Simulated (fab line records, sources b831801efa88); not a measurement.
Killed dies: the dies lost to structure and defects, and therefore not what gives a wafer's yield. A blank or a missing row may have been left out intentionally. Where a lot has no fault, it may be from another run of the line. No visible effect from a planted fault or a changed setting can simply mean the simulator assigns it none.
fab line records | flow sky130
record: lots: 24 wafers: 72 last-day: 50
route steps=708 shown NWELL@82 SD_N@354 LI_CONTACT@376 METAL1@435 VIA1@470 METAL2@484
lots that met no fault: from a run of the same line without faults
start-h: hours from the record's first day to the start of the lot's first wafer shown | wait-h: how many hours have passed since the lot's step before this one | " the same as in the row above | L1.1+2: a row that stands for several wafers | - no value, or no start given | * or withheld: withheld | < > ~ a bound
route shown NAME@n: names a module that has steps shown in the file, with the first one's number in the route | usual: mean and standard deviation over wafers with no fault | same: alike in all rows | chamber/n: place in a boat | sites: the reading at each site | _std_site: how widely they spread, as a standard deviation | _edge_site: inner sites' mean taken away from outer sites' mean | radius-mm: for every site, how far away it sits from the centre of the wafer | mask NAME#n: copy n | behind: the most recent tool/chamber to have shaped the wafer | hold: the reason the lot was held/the length of the hold in hours/how it ended | device: the n, p or np transistor that did not switch | end of line: at the end of the route, the tests of the same wafers | a step with no rows: only its recipe | killed: count of dies lost to structure and defects at first sort (not the wafer's yield) | map: per-die view of a wafer (x killed, . not killed, _ where there is no die)
set.NAME: the setting the step ran with; set.NAME@STEP: the setting that earlier step ran with | model.NAME: the simulator's own value behind a step, which no gauge read
the route's steps for a sample of lots (tables are steps, rows are wafers)
services: from which hour (start-h, from the record's first day; less than 0 if before it) a tool's chamber was out of use, for how many hours, and why
== steps ==
step: SKY_NWELL_RS_MEAS_29
recipe: thk-meas-gauge: four-point-probe
usual: NWELL_RS: 624.7/1.5
columns lot.wafer tool chamber start-h wait-h NWELL_RS[ohm/sq]
L074.1 film-metro-03 - 100.91 0.1 626.4
L074.2 " - " " 625.9
L074.6 " - " " 626.1
L075.2 film-metro-04 - 108.78 0.1 623.7
L075.3 " - " " 626.3
L075.4 " - " " 624.5
L076.4 film-metro-03 - 115.59 0.1 626.4
L076.5 " - " " 626.4
L076.6 " - " " 625.1
L077.3 film-metro-03 - 122.10 0.1 623.0
L077.4 " - " " 623.8
L077.5 " - " " 624.0
L078.3 film-metro-04 - 126.22 0.1 626.5
L078.5 " - " " 625.8
L078.6 " - " " 624.5
L079.1 film-metro-02 - 135.74 0.1 625.2
L079.4 " - " " 626.1
L079.6 " - " " 624.1
L080.1 film-metro-02 - 142.44 0.1 625.5
L080.3 " - " " 622.8
L080.5 " - " " 625.7
L081.1 film-metro-03 - 149.73 0.1 622.9
L081.2 " - " " 623.4
L081.3 " - " " 623.6
L082.1 film-metro-03 - 154.57 0.1 624.9
L082.2 " - " " 623.3
L082.3 " - " " 623.1
L083.1 film-metro-04 - 157.96 0.1 623.3
L083.4 " - " " 622.5
L083.6 " - " " 622.0
L084.1 film-metro-03 - 163.24 0.1 624.5
L084.3 " - " " 626.5
L084.4 " - " " 627.7
L085.2 film-metro-02 - 171.24 0.1 623.7
L085.3 " - " " 623.7
L085.4 " - " " 622.1
L086.3 film-metro-04 - 175.66 0.1 623.2
L086.4 " - " " 623.1
L086.6 " - " " 625.6
L087.2 film-metro-04 - 184.05 0.1 625.8
L087.3 " - " " 627.4
L087.5 " - " " 626.0
L088.3 film-metro-02 - 186.07 0.1 623.5
L088.5 " - " " 622.5
L088.6 " - " " 625.1
L089.2 film-metro-02 - 189.95 0.1 626.6
L089.5 " - " " 627.1
L089.6 " - " " 625.7
L090.2 film-metro-03 - 205.35 0.1 624.8
L090.5 " - " " 624.3
L090.6 " - " " 624.4
L091.1 film-metro-04 - 205.68 0.1 623.6
L091.4 " - " " 622.9
L091.5 " - " " 626.0
L092.1 film-metro-03 - 212.07 0.2 626.2
L092.5 " - " " 627.3
L092.6 " - " " 628.4
L093.2 film-metro-04 - 217.65 0.1 623.7
L093.3 " - " " 621.9
L093.5 " - " " 625.8
L094.3 film-metro-03 - 224.37 0.1 624.6
L094.5 " - " " 624.6
L094.6 " - " " 622.8
L095.1 film-metro-03 - 233.47 0.1 623.4
L095.2 " - " " 623.9
L095.6 " - " " 623.5
L096.1 film-metro-03 - 244.38 0.1 624.1
L096.3 " - " " 624.8
L096.5 " - " " 625.1
L097.2 film-metro-02 - 252.80 0.1 624.5
L097.3 " - " " 624.8
L097.5 " - " " 625.8
step: SKY_SD_N_TW_MEAS_12
usual: SD_N_TW: 3958/42
columns lot.wafer tool chamber start-h wait-h SD_N_TW
L074.1 film-metro-03 - 642.59 0.1 3963
L074.2 " - " " 3967
L074.6 " - " " 3936
L075.2 film-metro-03 - 655.69 0.1 3922
L075.3 " - " " 3930
L075.4 " - " " 3908
L076.4 film-metro-03 - 664.17 0.1 3963
L076.5 " - " " 3943
L076.6 " - " " 3959
L077.3 film-metro-03 - 674.82 0.1 3921
L077.4 " - " " 3915
L077.5 " - " " 3917
L078.3 film-metro-01 - 683.00 0.1 3996
L078.5 " - " " 3995
L078.6 " - " " 4019
L079.1 film-metro-03 - 694.95 0.1 3908
L079.4 " - " " 3919
L079.6 " - " " 3921
L080.1 film-metro-04 - 706.64 0.1 3965
L080.3 " - " " 3947
L080.5 " - " " 3956
L081.1 film-metro-03 - 712.46 0.1 3929
L081.2 " - " " 3917
L081.3 " - " " 3908
L082.1 film-metro-04 - 718.53 0.1 3932
L082.2 " - " " 3930
L082.3 " - " " 3955
L083.1 film-metro-04 - 720.38 0.1 3930
L083.4 " - " " 3946
L083.6 " - " " 3933
L084.1 film-metro-04 - 736.79 0.1 3957
L084.3 " - " " 3947
L084.4 " - " " 3963
L085.2 film-metro-03 - 744.64 0.1 3930
L085.3 " - " " 3935
L085.4 " - " " 3945
L086.3 film-metro-03 - 747.36 0.1 3900
L086.4 " - " " 3945
L086.6 " - " " 3924
L087.2 film-metro-03 - 755.56 0.1 3931
L087.3 " - " " 3942
L087.5 " - " " 3939
L088.3 film-metro-01 - 760.10 0.1 4035
L088.5 " - " " 4059
L088.6 " - " " 4043
L089.2 film-metro-01 - 764.36 0.1 4047
L089.5 " - " " 4038
L089.6 " - " " 4063
L090.2 film-metro-01 - 781.91 0.1 4020
L090.5 " - " " 4025
L090.6 " - " " 4020
L091.1 film-metro-04 - 782.34 0.1 3938
L091.4 " - " " 3923
L091.5 " - " " 3954
L092.1 film-metro-03 - 793.64 0.1 3910
L092.5 " - " " 3909
L092.6 " - " " 3905
L093.2 film-metro-04 - 798.46 0.1 3942
L093.3 " - " " 3949
L093.5 " - " " 3956
L094.3 film-metro-03 - 807.36 0.1 3923
L094.5 " - " " 3938
L094.6 " - " " 3906
L095.1 film-metro-04 - 816.34 0.1 3952
L095.2 " - " " 3958
L095.6 " - " " 3949
L096.1 film-metro-04 - 828.39 0.1 3964
L096.3 " - " " 3982
L096.5 " - " " 3981
L097.2 film-metro-01 - 835.31 0.1 4043
L097.3 " - " " 4031
L097.5 " - " " 4048
step: SKY_LI_CONTACT_ETCH_14
recipe: chemistry: N2/H2 target: BARC ion-energy-ev: 200 source-w: 500 bias-w: 100 pressure-mtorr: 30 n2-flow-sccm: 100 h2-flow-sccm: 200 stop-on: SiO2 time-s: 45.9 target-depth-a: 600
usual: drypump-motor-current-A: 5.8/0.31 oes-product-au: 0.854/0.0045 throttle-valve-pct: 13.225/0.0092
columns lot.wafer tool chamber start-h wait-h drypump-motor-current-A oes-product-au rf-hours-counter-h throttle-valve-pct
L074.1 rie-diel-01 1 672.59 0.0 5.7 0.858 9 13.223
L074.2 " 3 " " 5.9 0.849 10 13.233
L074.6 " 1 " " 5.7 0.854 - 13.233
L075.2 rie-diel-02 1 685.58 0.0 5.5 0.855 6 13.228
L075.3 " 3 " " 5.7 0.860 2 13.228
L075.4 " 2 " " 6.4 0.855 34 13.234
L076.4 rie-diel-01 3 695.10 0.0 5.8 0.854 - 13.214
L076.5 " 1 " " 5.7 0.850 - 13.223
L076.6 " 2 " " 5.4 0.856 - 13.232
L077.3 rie-diel-03 0 705.63 0.0 6.2 0.856 42 13.230
L077.4 " 1 " " 5.6 0.864 1 13.228
L077.5 " 0 " " 6.2 0.853 - 13.238
L078.3 rie-diel-02 2 713.43 0.0 6.4 0.849 34 13.237
L078.5 " 0 " " 5.7 0.856 - 13.218
L078.6 " 3 " " 5.8 0.856 - 13.230
L079.1 rie-diel-02 2 724.72 0.0 6.4 0.849 35 13.232
L079.4 " 1 " " 5.5 0.850 - 13.236
L079.6 " 2 " " 6.4 0.845 - 13.211
L080.1 rie-diel-01 1 735.52 0.0 5.7 0.858 11 13.223
L080.3 " 3 " " 5.8 0.855 11 13.227
L080.5 " 1 " " 5.7 0.853 - 13.230
L081.1 rie-diel-01 2 741.74 0.0 5.4 0.858 10 13.242
L081.2 " 1 " " 5.8 0.857 11 13.215
L081.3 " 3 " " 5.8 0.852 12 13.224
L082.1 rie-diel-02 0 747.32 0.0 5.7 0.846 2 13.229
L082.2 " 1 " " 5.5 0.851 7 13.223
L082.3 " 3 " " 5.7 0.855 3 13.223
L083.1 rie-diel-01 0 749.29 0.0 6.2 0.852 1 13.236
L083.4 " 3 " " 5.9 0.851 12 13.211
L083.6 " 1 " " 5.7 0.856 - 13.211
L084.1 rie-diel-02 3 765.13 0.0 5.7 0.847 3 13.206
L084.3 " 1 " " 5.5 0.860 8 13.237
L084.4 " 0 " " 5.7 0.856 2 13.230
L085.2 rie-diel-01 2 772.54 0.0 5.4 0.861 10 13.223
L085.3 " 3 " " 5.8 0.851 13 13.216
L085.4 " 2 " " 5.4 0.857 - 13.222
L086.3 rie-diel-03 1 777.93 0.0 5.6 0.851 3 13.232
L086.4 " 2 " " 6.0 0.851 - 13.233
L086.6 " 1 " " 5.6 0.848 - 13.229
L087.2 rie-diel-03 1 783.12 0.0 5.6 0.845 3 13.223
L087.3 " 2 " " 6.0 0.855 1 13.227
L087.5 " 3 " " 5.4 0.861 - 13.231
L088.3 rie-diel-03 2 788.13 0.0 6.0 0.851 2 13.223
L088.5 " 2 " " 6.0 0.859 - 13.228
L088.6 " 1 " " 5.6 0.852 - 13.220
L089.2 rie-diel-01 3 791.44 0.0 5.8 0.863 13 13.201
L089.5 " 3 " " 5.8 0.858 - 13.226
L089.6 " 2 " " 5.4 0.852 - 13.228
L090.2 rie-diel-03 0 809.02 0.0 6.2 0.850 0 13.214
L090.5 " 1 " " 5.6 0.854 - 13.239
L090.6 " 0 " " 6.2 0.850 - 13.207
L091.1 rie-diel-02 0 809.93 0.0 5.7 0.858 3 13.234
L091.4 " 2 " " 6.5 0.853 - 13.213
L091.5 " 0 " " 5.7 0.862 - 13.225
L092.1 rie-diel-02 0 821.42 0.0 5.8 0.853 3 13.241
L092.5 " 3 " " 5.7 0.857 - 13.214
L092.6 " 0 " " 5.8 0.858 - 13.240
L093.2 rie-diel-03 2 825.83 0.0 6.0 0.845 3 13.226
L093.3 " 1 " " 5.6 0.852 5 13.231
L093.5 " 3 " " 5.4 0.856 - 13.216
L094.3 rie-diel-03 0 835.43 0.0 6.2 0.851 1 13.209
L094.5 " 2 " " 6.0 0.855 - 13.229
L094.6 " 1 " " 5.6 0.848 - 13.225
L095.1 rie-diel-02 3 844.12 0.0 5.7 0.852 4 13.211
L095.2 " 1 " " 5.5 0.858 10 13.226
L095.6 " 2 " " 6.4 0.855 - 13.217
L096.1 rie-diel-03 0 855.52 0.0 6.2 0.860 2 13.228
L096.3 " 3 " " 5.4 0.851 8 13.221
L096.5 " 2 " " 6.0 0.850 - 13.215
L097.2 rie-diel-03 0 862.12 0.0 6.2 0.845 2 13.233
L097.3 " 2 " " 6.0 0.853 5 13.214
L097.5 " 0 " " 6.2 0.855 - 13.225
step: SKY_METAL1_SPUTTER_01
recipe: material: TiN target-thk-nm: 20 power-w: 6500 time-s: 16.7 chamber-pressure-pa: 0.4
usual: throttle-valve-pct: 29.4/1.3
columns lot.wafer tool chamber start-h wait-h throttle-valve-pct
L074.1 pvd-sputter-02 - 733.79 0.0 31.3
L074.2 " - " " 27.4
L074.6 " - " " 31.0
L075.2 pvd-sputter-04 - 747.00 0.0 27.3
L075.3 " - " " 28.4
L075.4 " - " " 30.1
L076.4 pvd-sputter-02 - 755.86 0.0 29.0
L076.5 " - " " 30.9
L076.6 " - " " 27.2
L077.3 pvd-sputter-04 - 764.16 0.0 30.0
L077.4 " - " " 27.5
L077.5 " - " " 29.4
L078.3 pvd-sputter-02 - 772.09 0.0 29.3
L078.5 " - " " 29.1
L078.6 " - " " 29.9
L079.1 pvd-sputter-03 - 783.05 0.0 29.6
L079.4 " - " " 31.4
L079.6 " - " " 31.3
L080.1 pvd-sputter-04 - 792.92 0.0 27.5
L080.3 " - " " 28.7
L080.5 " - " " 27.7
L081.1 pvd-sputter-04 - 799.36 0.0 28.7
L081.2 " - " " 29.0
L081.3 " - " " 29.6
L082.1 pvd-sputter-04 - 806.97 0.0 30.0
L082.2 " - " " 27.7
L082.3 " - " " 28.8
L083.1 pvd-sputter-02 - 807.34 0.0 29.8
L083.4 " - " " 31.4
L083.6 " - " " 27.4
L084.1 pvd-sputter-02 - 823.07 0.0 27.5
L084.3 " - " " 30.7
L084.4 " - " " 29.3
L085.2 pvd-sputter-02 - 830.28 0.0 30.9
L085.3 " - " " 27.3
L085.4 " - " " 29.3
L086.3 pvd-sputter-03 - 833.81 0.0 31.2
L086.4 " - " " 32.5
L086.6 " - " " 31.2
L087.2 pvd-sputter-04 - 840.11 0.0 30.1
L087.3 " - " " 28.7
L087.5 " - " " 30.2
L088.3 pvd-sputter-02 - 844.52 0.0 30.0
L088.5 " - " " 29.4
L088.6 " - " " 27.3
L089.2 pvd-sputter-02 - 848.78 0.0 29.8
L089.5 " - " " 27.5
L089.6 " - " " 29.3
L090.2 pvd-sputter-03 - 865.64 0.0 29.6
L090.5 " - " " 29.8
L090.6 " - " " 29.6
L091.1 pvd-sputter-03 - 866.54 0.0 29.7
L091.4 " - " " 31.5
L091.5 " - " " 29.6
L092.1 pvd-sputter-02 - 876.91 0.0 30.7
L092.5 " - " " 27.5
L092.6 " - " " 29.4
L093.2 pvd-sputter-04 - 882.85 0.0 27.4
L093.3 " - " " 29.9
L093.5 " - " " 29.0
L094.3 pvd-sputter-04 - 891.70 0.0 27.7
L094.5 " - " " 30.0
L094.6 " - " " 28.7
L095.1 pvd-sputter-02 - 899.27 0.0 31.2
L095.2 " - " " 29.6
L095.6 " - " " 29.7
L096.1 pvd-sputter-03 - 912.67 0.0 30.0
L096.3 " - " " 31.6
L096.5 " - " " 29.8
L097.2 pvd-sputter-02 - 917.54 0.0 30.1
L097.3 " - " " 29.4
L097.5 " - " " 27.4
step: SKY_VIA1_CD_MEAS_12
recipe: target-cd-nm: 150
usual: cd-nm: 150.3/1.4
columns lot.wafer tool chamber start-h wait-h cd-nm
L074.1 cd-sem-01 - 789.72 - 147.0
L074.2 " - " " 148.3
L074.6 " - " " 149.8
L075.2 cd-sem-01 - 801.88 - 150.7
L075.3 " - " " 150.7
L075.4 " - " " 152.6
L076.4 cd-sem-02 - 809.87 - 149.0
L076.5 " - " " 150.3
L076.6 " - " " 149.3
L077.3 cd-sem-02 - 818.87 - 148.7
L077.4 " - " " 152.2
L077.5 " - " " 149.8
L078.3 cd-sem-01 - 826.67 - 152.8
L078.5 " - " " 150.3
L078.6 " - " " 149.9
L079.1 cd-sem-02 - 836.87 - 151.5
L079.4 " - " " 150.1
L079.6 " - " " 149.1
L080.1 cd-sem-02 - 846.33 - 150.3
L080.3 " - " " 150.4
L080.5 " - " " 150.7
L081.1 cd-sem-02 - 852.68 - 150.9
L081.2 " - " " 149.5
L081.3 " - " " 149.9
L082.1 cd-sem-01 - 860.88 - 152.7
L082.2 " - " " 150.8
L082.3 " - " " 150.1
L083.1 cd-sem-02 - 861.23 - 150.0
L083.4 " - " " 149.9
L083.6 " - " " 149.1
L084.1 cd-sem-02 - 876.06 - 151.7
L084.3 " - " " 148.9
L084.4 " - " " 150.1
L085.2 cd-sem-02 - 883.25 - 151.9
L085.3 " - " " 150.4
L085.4 " - " " 151.7
L086.3 cd-sem-01 - 888.57 - 149.0
L086.4 " - " " 149.4
L086.6 " - " " 148.9
L087.2 cd-sem-02 - 893.20 - 148.9
L087.3 " - " " 148.5
L087.5 " - " " 149.4
L088.3 cd-sem-01 - 897.57 - 148.3
L088.5 " - " " 148.1
L088.6 " - " " 148.9
L089.2 cd-sem-01 - 900.05 - 153.6
L089.5 " - " " 152.2
L089.6 " - " " 153.6
L090.2 cd-sem-01 - 918.15 - 149.5
L090.5 " - " " 149.2
L090.6 " - " " 150.5
L091.1 cd-sem-01 - 918.71 - 149.2
L091.4 " - " " 151.7
L091.5 " - " " 151.3
L092.1 cd-sem-02 - 928.03 - 150.2
L092.5 " - " " 150.9
L092.6 " - " " 150.8
L093.2 cd-sem-01 - 934.55 - 148.7
L093.3 " - " " 150.5
L093.5 " - " " 149.5
L094.3 cd-sem-02 - 943.17 - 147.7
L094.5 " - " " 148.7
L094.6 " - " " 149.8
L095.1 cd-sem-02 - 949.93 - 151.2
L095.2 " - " " 150.2
L095.6 " - " " 151.6
L096.1 cd-sem-02 - 963.16 - 151.1
L096.3 " - " " 149.2
L096.5 " - " " 150.7
L097.2 cd-sem-02 - 967.00 - 152.7
L097.3 " - " " 151.5
L097.5 " - " " 153.6
step: SKY_METAL2_SPUTTER_01
recipe: material: TiN target-thk-nm: 20 power-w: 6500 time-s: 16.7 chamber-pressure-pa: 0.4
usual: throttle-valve-pct: 30.3/1.3
columns lot.wafer tool chamber start-h wait-h throttle-valve-pct
L074.1 pvd-sputter-03 - 791.65 0.0 29.7
L074.2 " - " " 32.3
L074.6 " - " " 32.1
L075.2 pvd-sputter-04 - 803.35 0.0 28.9
L075.3 " - " " 29.2
L075.4 " - " " 27.6
L076.4 pvd-sputter-03 - 811.42 0.0 29.9
L076.5 " - " " 31.1
L076.6 " - " " 29.3
L077.3 pvd-sputter-04 - 820.32 0.0 28.8
L077.4 " - " " 29.2
L077.5 " - " " 27.6
L078.3 pvd-sputter-03 - 828.23 0.0 29.9
L078.5 " - " " 29.6
L078.6 " - " " 29.9
L079.1 pvd-sputter-01 - 838.53 0.0 28.9
L079.4 " - " " 29.0
L079.6 " - " " 29.3
L080.1 pvd-sputter-01 - 848.26 0.0 30.2
L080.3 " - " " 28.8
L080.5 " - " " 29.0
L081.1 pvd-sputter-03 - 854.17 0.0 31.4
L081.2 " - " " 32.3
L081.3 " - " " 29.5
L082.1 pvd-sputter-03 - 862.37 0.0 29.7
L082.2 " - " " 32.2
L082.3 " - " " 29.4
L083.1 pvd-sputter-03 - 862.72 0.0 29.9
L083.4 " - " " 31.4
L083.6 " - " " 29.6
L084.1 pvd-sputter-03 - 877.56 0.0 31.0
L084.3 " - " " 29.6
L084.4 " - " " 32.5
L085.2 pvd-sputter-03 - 884.73 0.0 32.3
L085.3 " - " " 29.9
L085.4 " - " " 31.3
L086.3 pvd-sputter-03 - 890.02 0.0 29.5
L086.4 " - " " 32.3
L086.6 " - " " 29.5
L087.2 pvd-sputter-03 - 894.71 0.0 29.5
L087.3 " - " " 29.8
L087.5 " - " " 29.6
L088.3 pvd-sputter-03 - 899.02 0.0 29.4
L088.5 " - " " 29.8
L088.6 " - " " 31.4
L089.2 pvd-sputter-03 - 901.55 0.0 29.5
L089.5 " - " " 31.4
L089.6 " - " " 29.5
L090.2 pvd-sputter-03 - 919.66 0.0 32.4
L090.5 " - " " 29.8
L090.6 " - " " 32.5
L091.1 pvd-sputter-03 - 920.20 0.0 29.6
L091.4 " - " " 29.3
L091.5 " - " " 32.3
L092.1 pvd-sputter-04 - 929.61 0.0 29.7
L092.5 " - " " 29.9
L092.6 " - " " 28.8
L093.2 pvd-sputter-03 - 936.02 0.0 32.2
L093.3 " - " " 29.8
L093.5 " - " " 29.7
L094.3 pvd-sputter-03 - 944.62 0.0 31.2
L094.5 " - " " 31.5
L094.6 " - " " 29.5
L095.1 pvd-sputter-03 - 951.44 0.0 31.2
L095.2 " - " " 29.7
L095.6 " - " " 31.3
L096.1 pvd-sputter-01 - 964.66 0.0 28.7
L096.3 " - " " 30.3
L096.5 " - " " 29.6
L097.2 pvd-sputter-03 - 968.48 0.0 31.4
L097.3 " - " " 32.4
L097.5 " - " " 32.0
== services ==
columns tool chamber start-h hours kind
rie-diel-02 1 655.63 4.6 repair
pvd-sputter-02 - 686.14 1.3 repair
rie-diel-02 - 697.52 0.8 repair
pvd-sputter-03 - 709.37 7.0 repair
rie-diel-02 1 720.77 2.6 repair
rie-diel-02 3 721.18 6.8 repair
rie-diel-02 3 730.48 6.7 repair
pvd-sputter-02 - 750.97 4.7 repair
pvd-sputter-02 - 761.26 8.3 repair
pvd-sputter-03 - 783.16 1.0 repair
pvd-sputter-03 - 802.28 6.8 repair
rie-diel-02 3 806.26 4.5 repair
pvd-sputter-04 - 826.72 8.1 repair
rie-diel-02 0 839.65 5.1 repair
pvd-sputter-04 - 857.37 13.4 repair
rie-diel-03 1 869.45 3.6 repair
pvd-sputter-02 - 887.76 7.1 repair
pvd-sputter-04 - 896.00 9.3 repair
pvd-sputter-04 - 896.28 6.1 repair
pvd-sputter-04 - 898.52 14.9 repair
rie-diel-02 2 930.38 1.9 repair
pvd-sputter-04 - 938.80 2.7 repair
pvd-sputter-02 - 943.68 0.5 repair
rie-diel-03 1 959.38 1.4 repair
== key ==
fault none
